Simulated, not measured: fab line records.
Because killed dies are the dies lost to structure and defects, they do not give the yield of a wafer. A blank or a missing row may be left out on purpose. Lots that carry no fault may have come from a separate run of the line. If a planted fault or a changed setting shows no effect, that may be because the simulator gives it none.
Which tool is to blame? / flow gf180mcu / Sampling: 14 lots, 41 wafers, 2 of 602 route steps

## WHAT EACH GAUGE READ, for each wafer
GF_PSD_OVL_MEAS_08. Usual: PSD_OVL typically reads 0.1 nm, with standard deviation 1.4.
lot=L125; measured=day 14 18:58; on=overlay-02; PSD_OVL (nm)=0.1 1.2 -0.4; flag=
lot=L126; measured=day 15 10:31; on=overlay-01; PSD_OVL (nm)=-2.0 -1.5 -2.1; flag=
lot=L127; measured=day 15 21:28; on=overlay-01; PSD_OVL (nm)=4.2 3.7 3.5; flag=
lot=L128; measured=day 15 22:23; on=overlay-02; PSD_OVL (nm)=-1.2 -1.9 -0.6; flag=
lot=L130; measured=day 16 20:38; on=overlay-02; PSD_OVL (nm)=-0.4 0.7 -0.8; flag=
lot=L131; measured=day 17 04:32; on=overlay-02; PSD_OVL (nm)=-0.3 0.6 0.6; flag=
lot=L132; measured=day 17 13:40; on=overlay-01; PSD_OVL (nm)=2.4 2.7 0.7; flag=
lot=L133; measured=day 17 21:16; on=overlay-02; PSD_OVL (nm)=-0.9 0.7 0.1; flag=
lot=L135; measured=day 18 12:19; on=overlay-01; PSD_OVL (nm)=1.4 0.9 1.5; flag=
lot=L136; measured=day 18 22:16; on=overlay-01; PSD_OVL (nm)=-1.0 -0.2 -0.6; flag=
lot=L137; measured=day 19 03:22; on=overlay-01; PSD_OVL (nm)=-1.0 -0.7; flag=
lot=L143; measured=day 21 04:40; on=overlay-02; PSD_OVL (nm)=0.3 1.4 -0.4; flag=
lot=L144; measured=day 21 16:42; on=overlay-02; PSD_OVL (nm)=-0.1 0.1 0.8; flag=
lot=L147; measured=day 22 23:19; on=overlay-02; PSD_OVL (nm)=-0.3 -0.4 -0.6; flag=

GF_SAB_THK_MEAS_01. Usual: SAB_CVD_00_THK typically reads 49.7 nm, with standard deviation 0.92.
lot=L125; measured=day 14 19:42; on=film_metro-01; SAB_CVD_00_THK (nm)=48.4 49.6 49.8; flag=
lot=L126; measured=day 15 11:15; on=film_metro-04; SAB_CVD_00_THK (nm)=49.0 47.2 49.7; flag=
lot=L127; measured=day 15 22:13; on=film_metro-04; SAB_CVD_00_THK (nm)=49.6 49.9 50.4; flag=
lot=L128; measured=day 15 23:07; on=film_metro-01; SAB_CVD_00_THK (nm)=49.2 49.5 49.9; flag=
lot=L130; measured=day 16 21:22; on=film_metro-02; SAB_CVD_00_THK (nm)=48.7 48.2 49.4; flag=
lot=L131; measured=day 17 05:16; on=film_metro-01; SAB_CVD_00_THK (nm)=49.4 49.4 50.3; flag=
lot=L132; measured=day 17 14:24; on=film_metro-02; SAB_CVD_00_THK (nm)=49.7 49.6 50.0; flag=
lot=L133; measured=day 17 21:59; on=film_metro-04; SAB_CVD_00_THK (nm)=50.4 50.2 51.0; flag=
lot=L135; measured=day 18 13:03; on=film_metro-04; SAB_CVD_00_THK (nm)=49.6 50.9 49.9; flag=
lot=L136; measured=day 18 23:01; on=film_metro-02; SAB_CVD_00_THK (nm)=50.9 50.5 51.0; flag=
lot=L137; measured=day 19 04:07; on=film_metro-02; SAB_CVD_00_THK (nm)=50.4 49.9; flag=
lot=L143; measured=day 21 05:24; on=film_metro-01; SAB_CVD_00_THK (nm)=48.3 48.2 49.0; flag=
lot=L144; measured=day 21 17:27; on=film_metro-01; SAB_CVD_00_THK (nm)=49.1 50.1 51.2; flag=
lot=L147; measured=day 23 00:03; on=film_metro-04; SAB_CVD_00_THK (nm)=50.4 50.8 51.4; flag=

## WHAT TOOL EACH LOT RAN ON (gives the tool, then ch and the chambers of the sampled wafers, and finally the start)
Record: no process step prior to these readings.

## WHAT THE TOOLS THEMSELVES READ (means of the sampled wafers that have a number; where no wafer has one, the mark that the record gives instead)
The record holds no such reading with a usual standard deviation.

## THE ANSWER, worked out from the rows above alone
Rule: a lot counts as off when the mean over its wafers that have a number is more than 3 standard deviations away from the usual mean. A lot without any number at a reading at which 4 lots or more have one is off too. The other lots that the step has rows for count as sound. The gauges are gone through in route order, then the tools' own readings, and for those a lot's mean is taken as printed above. At the first step where some lot is off, the reading lying furthest off is the one used; lots without a number count as furthest.
No lot is off at any reading shown: from this, nothing can be told.

## WHAT THE SIMULATOR HAD PUT IN
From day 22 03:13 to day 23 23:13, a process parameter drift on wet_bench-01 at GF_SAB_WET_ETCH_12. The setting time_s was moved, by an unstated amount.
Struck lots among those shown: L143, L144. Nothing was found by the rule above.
